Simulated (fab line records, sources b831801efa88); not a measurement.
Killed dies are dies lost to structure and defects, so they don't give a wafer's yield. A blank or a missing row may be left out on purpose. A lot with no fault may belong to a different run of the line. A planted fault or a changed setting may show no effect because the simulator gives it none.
fab line records | flow sky130
record: lots: 4 | wafers: 12 | last_day: 48
route steps=708 shown VIA3@593 METAL4@598 CAP2M@603 PAD_OPEN@708
lots that met no fault: taken from a fault-free run of the same line
start_h: hours from the record's opening day to when the first of the lot's shown wafers began | wait_h: hours since the lot's step before | " same as the row above | L1.1+2: a row that stands for several wafers | - value missing, or start not given | * or withheld: withheld | < > ~ a bound
route shown NAME@n: a module of which the file shows steps, and the number in the route of the first | usual: mean/standard deviation of fault-free wafers | same: alike in all rows | chamber/n: place in a boat | sites: per-site readings | _std_site: standard deviation of those values | _edge_site: outer sites' mean less inner sites' | radius_mm: for every site, how far away it sits from the centre of the wafer | mask NAME#n: copy n | behind: the most recent tool/chamber to have shaped the wafer | hold: why the lot was held/for how many hours/how that ended | device: the transistor (n, p or np) that didn't switch | end of line: the tests these same wafers got at the end of their route | for a step that has no rows: nothing shown but its recipe | killed: dies that structure and defects cost at the first sort, which is not the same as the wafer's yield | map: the dies of a wafer, with x for killed, . for not killed, _ for no die there
set.NAME: the setting as run; set.NAME@STEP: as run at that earlier step | model.NAME: the simulator's own value behind a step, which no gauge read
a table for each step, a row for each wafer; lots at some steps of the route
services: from which hour (start_h, from the record's first day; less than 0 if before it) a tool's chamber was out of use, for how many hours, and why
== steps ==
step: SKY_VIA3_SPUTTER_20
recipe: material: TiN | target_thk_nm: 20 | chamber_pressure_pa: 5 | power_w: 4000 | time_s: 80
step: SKY_VIA3_CVD_21
recipe: material: W | target_thk_nm: 390 | time_s: 117.31 | temp_c: 400 | pressure_torr: 40
step: SKY_VIA3_CMP_24
recipe: stop_on: SiO2 | t_overpolish_s: 20 | down_force_psi: 3.5 | platen_rpm: 60 | target_thk_nm: 0 | pad_velocity_m_s: 0.94248
step: SKY_METAL4_SPUTTER_00
recipe: material: Ti | target_thk_nm: 15 | power_w: 3000 | time_s: 10 | chamber_pressure_pa: 0.4
step: SKY_METAL4_SPUTTER_01
recipe: material: TiN | target_thk_nm: 20 | power_w: 6500 | time_s: 16.32 | chamber_pressure_pa: 0.4
step: SKY_METAL4_SPUTTER_02
recipe: material: AlCu | target_thk_nm: 735 | power_w: 10600 | time_s: 39.1 | chamber_pressure_pa: 0.4
step: SKY_METAL4_SPUTTER_03
recipe: material: Ti | target_thk_nm: 5 | power_w: 3000 | time_s: 3.3 | chamber_pressure_pa: 0.4
step: SKY_METAL4_SPUTTER_04
recipe: material: TiN | target_thk_nm: 70 | power_w: 6500 | time_s: 58.3 | chamber_pressure_pa: 0.4
step: SKY_CAP2M_CVD_00
recipe: material: SiO2 | target_thk_nm: 15.5 | temp_c: 400 | time_s: withheld | rf_w: 450
step: SKY_CAP2M_SPUTTER_02
recipe: material: TiN | target_thk_nm: 200 | temp_c: 300 | power_w: 6500 | time_s: 166.7 | chamber_pressure_pa: 0.4
usual: substrate_temp_c: 300.00/0.18 | throttle_valve_pct: 30.1/1.1
lot.wafer | tool           | chamber | start_h | wait_h | substrate_temp_c | throttle_valve_pct | model.TiN_of_CAP2M_SPUTTER_02.thk_nm
L523.1    | pvd_sputter-02 | -       | 938.92  | 0.1    | 299.78           | 30.7               | 200.5
L523.2    | "              | -       | "       | "      | 300.37           | 31.9               | 197.1
L523.5    | "              | -       | "       | "      | 299.74           | 29.4               | 200.9
L530.1    | pvd_sputter-02 | -       | 1018.79 | 0.1    | 299.98           | 29.6               | 176.6
L530.2    | "              | -       | "       | "      | 299.87           | 30.8               | 177.2
L530.3    | "              | -       | "       | "      | 299.84           | 32.0               | 173.1
L531.1    | pvd_sputter-02 | -       | 1019.92 | 0.1    | 299.94           | 30.8               | 178.5
L531.2    | "              | -       | "       | "      | 299.96           | 31.4               | 172.5
L531.3    | "              | -       | "       | "      | 300.13           | 30.9               | 172.9
L534.2    | pvd_sputter-03 | -       | 1023.81 | 0.0    | 300.29           | 28.8               | 198.9
L534.4    | "              | -       | "       | "      | 299.73           | 31.0               | 201.4
L534.6    | "              | -       | "       | "      | 299.67           | 30.8               | 203.2
step: SKY_CAP2M_RS_MEAS_03
recipe: thk_meas_gauge: four-point-probe | reads: TiN_of_CAP2M_SPUTTER_02
usual: CAP2M_TIN_RS: 6.96/0.087
lot.wafer | tool          | chamber | start_h | wait_h | CAP2M_TIN_RS[ohm/sq]
L523.1    | film_metro-03 | -       | 939.02  | 0.1    | 6.91
L523.2    | "             | -       | "       | "      | 7.02
L523.5    | "             | -       | "       | "      | 6.89
L530.1    | film_metro-01 | -       | 1018.90 | 0.1    | 7.87
L530.2    | "             | -       | "       | "      | 7.86
L530.3    | "             | -       | "       | "      | 8.03
L531.1    | film_metro-02 | -       | 1020.03 | 0.1    | 7.78
L531.2    | "             | -       | "       | "      | 8.04
L531.3    | "             | -       | "       | "      | 8.02
L534.2    | film_metro-01 | -       | 1023.94 | 0.1    | 6.96
L534.4    | "             | -       | "       | "      | 6.87
L534.6    | "             | -       | "       | "      | 6.80
step: SKY_CAP2M_THK_MEAS_04
recipe: thk_meas_gauge: xrf | reads: TiN_of_CAP2M_SPUTTER_02
usual: CAP2M_TIN_THK: 198.2/2.7
lot.wafer | tool          | chamber | start_h | wait_h | CAP2M_TIN_THK[nm]
L523.1    | film_metro-03 | -       | 939.14  | 0.1    | 201.6
L523.2    | "             | -       | "       | "      | 199.2
L523.5    | "             | -       | "       | "      | 201.3
L530.1    | film_metro-01 | -       | 1019.02 | 0.1    | 174.3
L530.2    | "             | -       | "       | "      | 175.8
L530.3    | "             | -       | "       | "      | 171.4
L531.1    | film_metro-02 | -       | 1020.15 | 0.1    | 177.9
L531.2    | "             | -       | "       | "      | 171.7
L531.3    | "             | -       | "       | "      | 172.4
L534.2    | film_metro-01 | -       | 1024.05 | 0.1    | 196.2
L534.4    | "             | -       | "       | "      | 200.4
L534.6    | "             | -       | "       | "      | 201.1
step: SKY_CAP2M_DEHYDRATE_05
recipe: temp_c: 200 | time_s: 60
step: SKY_CAP2M_HMDS_06
recipe: prime_time_s: 60 | prime_temp_c: 120
step: SKY_CAP2M_COAT_07
recipe: resist: NOVOLAK | spin_rpm: 3000 | resist_thk_nm: 1140
step: SKY_CAP2M_SOFTBAKE_08
recipe: temp_c: 90 | time_s: 60 | resist: NOVOLAK
step: SKY_CAP2M_EXPOSE_09
recipe: mask_id: CAP2M | na: 0.6 | source_shape: conventional | sigma_outer: 0.6 | polarization: unpolarized | target_cd_nm: 1000 | dose_mj: 159
step: SKY_CAP2M_PEB_10
recipe: temp_c: withheld | time_s: * | resist: NOVOLAK
step: SKY_CAP2M_DEVELOP_11
recipe: resist: NOVOLAK | developer: TMAH | develop_time_s: 60 | dev_temp_c: 23
step: SKY_CAP2M_METAL_ETCH_13
recipe: target_depth_nm: 220 | stop_on: SiO2 | chemistry: Cl2/BCl3 | target: TiN | pressure_mtorr: 10 | icp_w: 900 | bias_w: 48.5 | Cl2_flow_sccm: 60 | bcl3_flow_sccm: 30 | time_s: 62.9
usual: drypump_motor_current_A: 5.77/0.23 | he_backside_leak_sccm: 3.45/0.29 | oes_product_au: 0.937/0.0086 | throttle_valve_pct: 21.903/0.011
lot.wafer | tool         | chamber | start_h | wait_h | drypump_motor_current_A | he_backside_leak_sccm | oes_product_au | rf_hours_counter_h | throttle_valve_pct
L523.1    | rie_metal-01 | 0       | 962.44  | 0.0    | 5.83                    | 3.47                  | 0.934          | 8                  | 21.899
L523.2    | "            | 1       | "       | "      | 5.21                    | 3.17                  | 0.937          | 13                 | 21.887
L523.5    | "            | 1       | "       | "      | 5.20                    | 3.25                  | 0.942          | -                  | 21.896
L530.1    | rie_metal-03 | 0       | 1042.20 | 0.0    | 5.96                    | 3.40                  | 0.871          | 13                 | 21.959
L530.2    | "            | 1       | "       | "      | 5.74                    | 3.62                  | 0.876          | 18                 | 21.960
L530.3    | "            | 1       | "       | "      | 5.74                    | 3.78                  | 0.865          | -                  | 21.968
L531.1    | rie_metal-01 | 0       | 1042.94 | 0.0    | 5.83                    | 3.46                  | 0.879          | 12                 | 21.945
L531.2    | "            | 1       | "       | "      | 5.22                    | 5.49                  | 0.863          | 17                 | 21.953
L531.3    | "            | 0       | "       | "      | 5.84                    | 3.34                  | 0.869          | -                  | 21.958
L534.2    | rie_metal-01 | 1       | 1045.49 | 0.0    | 5.22                    | 3.17                  | 0.932          | 17                 | 21.906
L534.4    | "            | 0       | "       | "      | 5.81                    | 3.54                  | 0.944          | -                  | 21.895
L534.6    | "            | 0       | "       | "      | 5.81                    | 3.39                  | 0.954          | -                  | 21.907
step: SKY_CAP2M_STRIP_14
recipe: chemistry: O2/N2 | power_w: 1400 | pressure_mtorr: 1500 | platen_temp_c: withheld | o2_flow_sccm: 3000 | n2_flow_sccm: 300 | overash_fraction: 0.5
step: SKY_CAP2M_STRIP_15
recipe: chemistry: post_etch_residue_remover | time_s: 1200 | temp_c: 72.5
step: SKY_CAP2M_CLEAN_16
recipe: chemistry: IPA | time_s: 180 | temp_c: 25
step: SKY_CAP2M_CLEAN_17
recipe: chemistry: O3/DIW | dry: n2_spin
step: SKY_METAL4_DEHYDRATE_05
recipe: temp_c: 200 | time_s: 60
step: SKY_METAL4_HMDS_06
recipe: prime_time_s: 60 | prime_temp_c: 120
step: SKY_METAL4_COAT_07
recipe: resist: BARC | temp_c: withheld | time_s: withheld | spin_rpm: 2946 | resist_thk_nm: 60
step: SKY_METAL4_COAT_08
recipe: resist: KrF-thick | spin_rpm: 3000 | resist_thk_nm: 1140
step: SKY_METAL4_SOFTBAKE_09
recipe: temp_c: 100 | time_s: 90 | resist: KrF-thick
step: SKY_METAL4_EXPOSE_10
recipe: mask_id: MM4 | na: 0.68 | source_shape: annular | sigma_inner: 0.4 | sigma_outer: 0.8 | target_cd_nm: 300 | dose_mj: 28
step: SKY_METAL4_PEB_11
recipe: peb_temp_c: withheld | peb_time_s: withheld | resist: KrF-thick
step: SKY_METAL4_DEVELOP_12
recipe: develop_time_s: 60 | resist: KrF-thick | dev_temp_c: 21
step: SKY_METAL4_DESCUM_15
recipe: chemistry: O2 | source_power_w: 150 | bias_power_w: 0 | pressure_mtorr: 10 | temp_c: 40 | time_s: 8
step: SKY_METAL4_ETCH_16
recipe: chemistry: N2/H2 | target: BARC | ion_energy_ev: 200 | bias_w: 100 | pressure_mtorr: 30 | n2_flow_sccm: 100 | h2_flow_sccm: 200 | icp_w: 500 | stop_on: SiO2 | time_s: 88.2 | target_depth_a: 600
step: SKY_METAL4_ETCH_17
recipe: target: SiO2 | stop_on: TiN | chemistry: C4F8/O2/Ar | source_w: 1500 | bias_w: 1200 | pressure_mtorr: 40 | c4f8_flow_sccm: withheld | O2_flow_sccm: 6 | Ar_flow_sccm: 300 | time_s: 3.9 | target_depth_a: 150
step: SKY_METAL4_METAL_ETCH_18
recipe: target_depth_a: 8450 | stop_on: SiO2 | over_etch_frac: 0.3 | time_s: 183.1 | chemistry: Cl2/BCl3 | resist_sidewall_deg: 88 | pressure_mtorr: 10 | icp_w: 900 | bias_w: 48.5 | Cl2_flow_sccm: 60 | bcl3_flow_sccm: 30
step: SKY_METAL4_STRIP_20
recipe: chemistry: post_etch_residue_remover | time_s: 1200 | temp_c: 72.5
usual: bath_guard_temp_C: 72.8/0.58
lot.wafer | tool         | chamber | start_h | wait_h | bath_guard_temp_C | model.TiN_of_CAP2M_SPUTTER_02.thk_nm
L523.1    | wet_bench-03 | 1       | 987.29  | 0.1    | 71.8              | 199.7
L523.2    | "            | 1       | "       | "      | 71.9              | 196.2
L523.5    | "            | 1       | "       | "      | 72.2              | 200
L530.1    | wet_bench-03 | 3       | 1065.39 | 0.1    | 72.7              | 175.8
L530.2    | "            | 3       | "       | "      | 72.8              | 176.4
L530.3    | "            | 3       | "       | "      | 72.7              | 172.3
L531.1    | wet_bench-03 | 0       | 1066.69 | 0.1    | 73.0              | 177.7
L531.2    | "            | 0       | "       | "      | 72.6              | 171.7
L531.3    | "            | 0       | "       | "      | 73.0              | 172.1
L534.2    | wet_bench-03 | 0       | 1068.54 | 0.1    | 73.1              | 198
L534.4    | "            | 0       | "       | "      | 72.8              | 200.6
L534.6    | "            | 0       | "       | "      | 73.0              | 202.4
step: SKY_PAD_OPEN_PROBE_99
usual: defect_limited_yield: 82.8/1.9 | killed_at_M0_to_M3: 43/7.5 | killed_at_M4_up: 2.8/1.8 | killed_at_contacts: 24/5.3 | killed_at_front_end: 14/4.2 | killed_at_other: 0.3/0.54 | killed_dies: 84/9.4 | killed_open: 46/7.1 | killed_short: 38/6.6 | sort_bin_3_pad_short: 0.8/0.42 | sort_bin_5_function: 10.1/1.4 | sort_bin_6_memory: 6.2/1.1 | sort_n_pass: 408/9.4 | sort_yield_pct: 82.8/1.9
same: gross_dies: 492 | killed_at_back_side: 0 | sort_bin_4_leakage[%]: 0 | sort_bin_8_speed[%]: 0
lot.wafer | tool      | chamber | start_h | wait_h | defect_limited_yield[%] | killed_at_M0_to_M3 | killed_at_M4_up | killed_at_contacts | killed_at_front_end | killed_at_other | killed_dies | killed_open | killed_short | sort_bin_3_pad_short[%] | sort_bin_5_function[%] | sort_bin_6_memory[%] | sort_n_pass | sort_yield_pct[%] | model.etest.cap_mim2.plate_ohm_sq | model.etest.cap_mim2.bv_v | model.etest.cap_mim2.leak_log10_a_cm2
L523.1    | prober-01 | -       | 1082.26 | 0.1    | 81.3                    | 52                 | 2               | 25                 | 13                  | 0               | 92          | 48          | 44           | 1.4                     | 12.0                   | 5.3                  | 400         | 81.3              | 5.973                             | 13.73                     | -8.863
L523.2    | prober-01 | -       | 1082.31 | 0.1    | 82.1                    | 52                 | 4               | 20                 | 12                  | 0               | 88          | 37          | 51           | 2.0                     | 9.3                    | 6.5                  | 404         | 82.1              | 6.16                              | 13.37                     | -8.963
L523.5    | prober-01 | -       | 1082.46 | 0.2    | 85.0                    | 41                 | 1               | 25                 | 6                   | 1               | 74          | 40          | 34           | 1.0                     | 8.1                    | 5.9                  | 418         | 85.0              | 5.986                             | 14.12                     | -9.104
L530.1    | prober-02 | -       | 1152.33 | 0.1    | 84.6                    | 38                 | 4               | 22                 | 12                  | 0               | 76          | 39          | 37           | 0.6                     | 8.5                    | 6.3                  | 416         | 84.6              | 6.815                             | 13.37                     | -8.785
L530.2    | prober-02 | -       | 1152.38 | 0.1    | 80.3                    | 47                 | 3               | 26                 | 21                  | 0               | 97          | 45          | 52           | 1.6                     | 10.2                   | 7.9                  | 395         | 80.3              | 6.726                             | 12.92                     | -8.552
L530.3    | prober-02 | -       | 1152.43 | 0.2    | 80.5                    | 56                 | 1               | 19                 | 20                  | 0               | 96          | 45          | 49           | 1.0                     | 9.6                    | 8.9                  | 396         | 80.5              | 6.877                             | 13.22                     | -8.607
L531.1    | prober-01 | -       | 1152.76 | 0.1    | 78.0                    | 55                 | 1               | 29                 | 23                  | 0               | 108         | 58          | 50           | 1.2                     | 13.2                   | 7.5                  | 384         | 78.0              | 6.677                             | 13.2                      | -8.823
L531.2    | prober-01 | -       | 1152.81 | 0.1    | 82.3                    | 43                 | 5               | 26                 | 12                  | 1               | 87          | 56          | 31           | 0.4                     | 10.4                   | 6.9                  | 405         | 82.3              | 6.938                             | 13.48                     | -8.691
L531.3    | prober-01 | -       | 1152.86 | 0.2    | 81.3                    | 49                 | 3               | 22                 | 18                  | 0               | 92          | 45          | 47           | 0.8                     | 10.6                   | 7.3                  | 400         | 81.3              | 6.888                             | 12.72                     | -8.504
L534.2    | prober-01 | -       | 1153.89 | 0.1    | 85.0                    | 41                 | 3               | 16                 | 14                  | 0               | 74          | 42          | 30           | 0.6                     | 11.6                   | 2.8                  | 418         | 85.0              | 6.035                             | 13.85                     | -8.853
L534.4    | prober-01 | -       | 1153.99 | 0.2    | 83.5                    | 40                 | 6               | 19                 | 15                  | 1               | 81          | 47          | 33           | 0.4                     | 9.1                    | 6.9                  | 411         | 83.5              | 5.954                             | 14.76                     | -8.944
L534.6    | prober-01 | -       | 1154.09 | 0.2    | 82.5                    | 43                 | 4               | 30                 | 8                   | 1               | 86          | 38          | 48           | 1.2                     | 10.4                   | 5.9                  | 406         | 82.5              | 5.925                             | 14.39                     | -9.128
killed by level:class
L523.1 VIA1:geometric_particle:open=14 VIA2:geometric_particle:open=14 VIA1:geometric_particle:short=10 CONTACT:geometric_particle:short=9 CONTACT:geometric_particle:open=7 FIELD_ISO:geometric_particle:open=5 LOCAL_INTERCONNECT:geometric_particle:short=5 METAL2:geometric_particle:short=5
L523.2 VIA1:geometric_particle:open=12 CONTACT:geometric_particle:open=9 METAL2:geometric_particle:short=7 METAL3:geometric_particle:short=7 LOCAL_INTERCONNECT:geometric_particle:short=6 VIA1:geometric_particle:short=6 VIA2:geometric_particle:open=5 FIELD_ISO:geometric_particle:short=4
L523.5 CONTACT:geometric_particle:open=9 LI_CONTACT:geometric_particle:open=8 VIA1:geometric_particle:short=8 VIA1:geometric_particle:open=8 CONTACT:geometric_particle:short=5 VIA2:geometric_particle:open=5 METAL1:geometric_particle:short=4 VIA2:geometric_particle:short=4
L530.1 VIA1:geometric_particle:open=9 LI_CONTACT:geometric_particle:open=8 CONTACT:geometric_particle:short=6 VIA1:geometric_particle:short=6 VIA3:geometric_particle:open=6 METAL2:geometric_particle:short=5 POLY_CUT:geometric_particle:open=4 METAL1:geometric_particle:short=4
L530.2 CONTACT:geometric_particle:open=14 FIELD_ISO:geometric_particle:short=9 VIA1:geometric_particle:open=8 VIA2:geometric_particle:open=6 METAL1:geometric_particle:short=6 VIA1:geometric_particle:short=6 VIA3:geometric_particle:short=5 FIELD_ISO:geometric_particle:open=4
L530.3 VIA1:geometric_particle:short=14 VIA1:geometric_particle:open=11 VIA3:geometric_particle:open=9 LI_CONTACT:geometric_particle:open=8 CONTACT:geometric_particle:short=7 FIELD_ISO:geometric_particle:open=6 METAL2:geometric_particle:short=6 POLY_GATE:geometric_particle:short=5
L531.1 VIA1:geometric_particle:open=18 CONTACT:geometric_particle:open=12 VIA1:geometric_particle:short=9 POLY_GATE:geometric_particle:short=6 POLY_GATE:geometric_particle:open=6 LI_CONTACT:geometric_particle:open=5 METAL1:geometric_particle:short=5 METAL2:geometric_particle:short=5
L531.2 CONTACT:geometric_particle:open=15 VIA1:geometric_particle:open=10 VIA2:geometric_particle:open=7 LI_CONTACT:geometric_particle:open=6 VIA1:geometric_particle:short=6 VIA3:geometric_particle:open=6 FIELD_ISO:geometric_particle:open=5 METAL2:geometric_particle:short=5
L531.3 VIA1:geometric_particle:open=15 VIA1:geometric_particle:short=9 CONTACT:geometric_particle:open=8 LI_CONTACT:geometric_particle:open=6 VIA3:geometric_particle:short=6 METAL2:geometric_particle:short=5 VIA2:geometric_particle:open=5 POLY_GATE:geometric_particle:open=4
L534.2 VIA1:geometric_particle:open=10 LI_CONTACT:geometric_particle:open=8 VIA3:geometric_particle:open=7 VIA2:geometric_particle:open=7 CONTACT:geometric_particle:open=5 FIELD_ISO:geometric_particle:short=4 VIA1:geometric_particle:short=4 POLY_GATE:geometric_particle:open=3
L534.4 VIA1:geometric_particle:open=12 VIA2:geometric_particle:open=8 CONTACT:geometric_particle:open=7 METAL1:geometric_particle:short=6 LI_CONTACT:geometric_particle:open=5 METAL4:geometric_particle:short=5 POLY_GATE:geometric_particle:open=4 VIA3:geometric_particle:open=4
L534.6 CONTACT:geometric_particle:short=8 VIA1:geometric_particle:open=7 CONTACT:geometric_particle:open=6 METAL1:geometric_particle:short=6 LI_CONTACT:geometric_particle:open=5 LI_CONTACT:geometric_particle:short=5 LOCAL_INTERCONNECT:geometric_particle:short=5 VIA3:geometric_particle:short=5
== services ==
tool           | chamber | start_h | hours | kind
rie_metal-03   | 1       | 940.72  | 12.7  | repair
pvd_sputter-03 | -       | 1031.46 | 3.3   | repair
== key ==
first_sign: step: SKY_CAP2M_RS_MEAS_03 | reading: CAP2M_TIN_RS | direction: up | sigmas: 11 | usual: 6.96 | struck: 7.93
effect: step: SKY_CAP2M_THK_MEAS_04 | reading: CAP2M_TIN_THK | direction: down | sigmas: 9.1 | usual: 198.2 | struck: 173.9
effect: step: SKY_CAP2M_METAL_ETCH_13 | reading: oes_product_au | direction: down | sigmas: 7.8 | usual: 0.937 | struck: 0.871
model_effect: step: SKY_CAP2M_SPUTTER_02 | value: TiN_of_CAP2M_SPUTTER_02.thk_nm | without: 198.2 | struck: 175.1
model_effect: step: SKY_METAL4_STRIP_20 | value: TiN_of_CAP2M_SPUTTER_02.thk_nm | without: 197.4 | struck: 174.3
model_effect: step: SKY_PAD_OPEN_PROBE_99 | value: etest.cap_mim2.plate_ohm_sq | without: 6.025 | struck: 6.82
met_at SKY_CAP2M_SPUTTER_02
struck_wafers L530.1,L530.2,L530.3,L531.1,L531.2,L531.3
onset_between 938.92 1018.79
fault: kind: process_parameter_drift | tool: pvd_sputter-02 | chamber: - | onset_h: 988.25 | steps: SKY_CAP2M_SPUTTER_02 | channel: time_s | offset: * | shape: step | acts_in: * | stated: *
